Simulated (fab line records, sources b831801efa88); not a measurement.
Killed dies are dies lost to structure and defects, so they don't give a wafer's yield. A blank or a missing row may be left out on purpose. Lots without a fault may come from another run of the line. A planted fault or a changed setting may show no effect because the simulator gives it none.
Split-lot experiment | flow sfq_line | 5 lots, 23 wafers read, on a route of 325 steps

THE SPLIT
At SFQ_TRILAYER_L0_VIA_LITHO_EXPOSE_014 (exposes mask L0V, target cd 700 nm), the setting dose_mj was moved away from the recipe's 21.3 on 10 of the 23 wafers read, by -3.7% to +5.1%. The other wafers ran this setting at the recipe's value.

The file shows no step between the split and the reading.

THE READING
L0V.cd_nm (the simulator's own value, which no gauge read), in nm, at SFQ_TRILAYER_L0_VIA_BARC_OPEN_VIA_ETCH_021 (etches BARC in O2, target depth 125 nm, time 41.7 s). The file gives no usual value for it. The 13 wafers here that ran the recipe average 699.5 nm, standard deviation 1.6 nm.

wafer  | tool, chamber at the split | dose_mj as run | against the recipe | L0V.cd_nm, nm | against lot-mates on the recipe
L078.4 | krf_scanner-02, 0          | 21.3           | recipe             | 699.5         | -
L078.5 | krf_scanner-02, 0          | 21.3           | recipe             | 698.2         | -
L078.6 | krf_scanner-02, 0          | 21.3           | recipe             | 699.8         | -
L079.1 | krf_scanner-01, 0          | 21.3           | recipe             | 702.5         | -
L079.3 | krf_scanner-01, 0          | 21.3           | recipe             | 700.8         | -
L079.4 | krf_scanner-01, 0          | 21.82          | +2.4%              | 705.1         | +3.3
L079.5 | krf_scanner-01, 0          | 21.82          | +2.4%              | 704           | +2.2
L079.6 | krf_scanner-01, 0          | 21.3           | recipe             | 702.1         | -
L080.1 | krf_scanner-01, 0          | 22.38          | +5.1%              | 706.9         | +10.1
L080.2 | krf_scanner-01, 0          | 21.3           | recipe             | 696.8         | -
L080.4 | krf_scanner-01, 0          | 21.3           | recipe             | 696.8         | -
L080.3 | krf_scanner-01, 0          | 22.38          | +5.1%              | 704.6         | +7.8
L080.6 | krf_scanner-01, 0          | 22.38          | +5.1%              | 703.6         | +6.8
L084.1 | krf_scanner-01, 0          | 20.52          | -3.7%              | 691.7         | -7.8
L084.2 | krf_scanner-01, 0          | 21.3           | recipe             | 699.7         | -
L084.4 | krf_scanner-01, 0          | 20.52          | -3.7%              | 692.7         | -6.8
L084.5 | krf_scanner-01, 0          | 21.3           | recipe             | 699.9         | -
L084.6 | krf_scanner-01, 0          | 21.3           | recipe             | 698.8         | -
L085.1 | krf_scanner-01, 0          | 22.17          | +4.1%              | 704.7         | +5.2
L085.2 | krf_scanner-01, 0          | 21.3           | recipe             | 699.1         | -
L085.3 | krf_scanner-01, 0          | 22.17          | +4.1%              | 705.3         | +5.8
L085.5 | krf_scanner-01, 0          | 22.17          | +4.1%              | 707.3         | +7.8
L085.6 | krf_scanner-01, 0          | 21.3           | recipe             | 700           | -

THE FIT
A straight line over all 23 wafers: L0V.cd_nm changes by +1.48 nm for each +1% of dose_mj; r = +0.90; the points scatter about the line by 1.8 nm.
The same after taking each lot's own level away (the mean of its wafers on the recipe; 23 wafers): +1.66 nm for each +1%; r = +0.98; scatter 0.97 nm.
On that fit, the largest move of dose_mj shifts the reading by 8.4 nm.
The lots' own levels span 696.80 to 701.80 nm, that is 3.1 times the standard deviation above.
So the lot-to-lot level changes the slope: the two fits differ.
Check: with one of the wafers moved furthest among these (+5.1%) left out of the fit, the line predicts +7.75 nm for it against its lot-mates. It came out at +10.1 nm against them.

OTHER SPLITS ON THESE WAFERS
These wafers also went through other splits before the reading. Each is held against what the fit with the lots' levels taken away leaves over:
other split on the same wafers                  | wafers away from the commonest value | r with L0V.cd_nm (lot level and that fit taken away)
SFQ_TRILAYER_INCOMING_OXIDATION_002 temp_c      | 18                                   | +0.14
SFQ_TRILAYER_L0_LITHO_PEB_008 peb_time_s        | 9                                    | +0.07
SFQ_TRILAYER_L0_BARC_OPEN_METAL_ETCH_010 bias_w | 8                                    | +0.30

THE FILE'S OWN FIT
L0V.cd_nm changes by +1.63 nm for each +1% of dose_mj, r = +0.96.
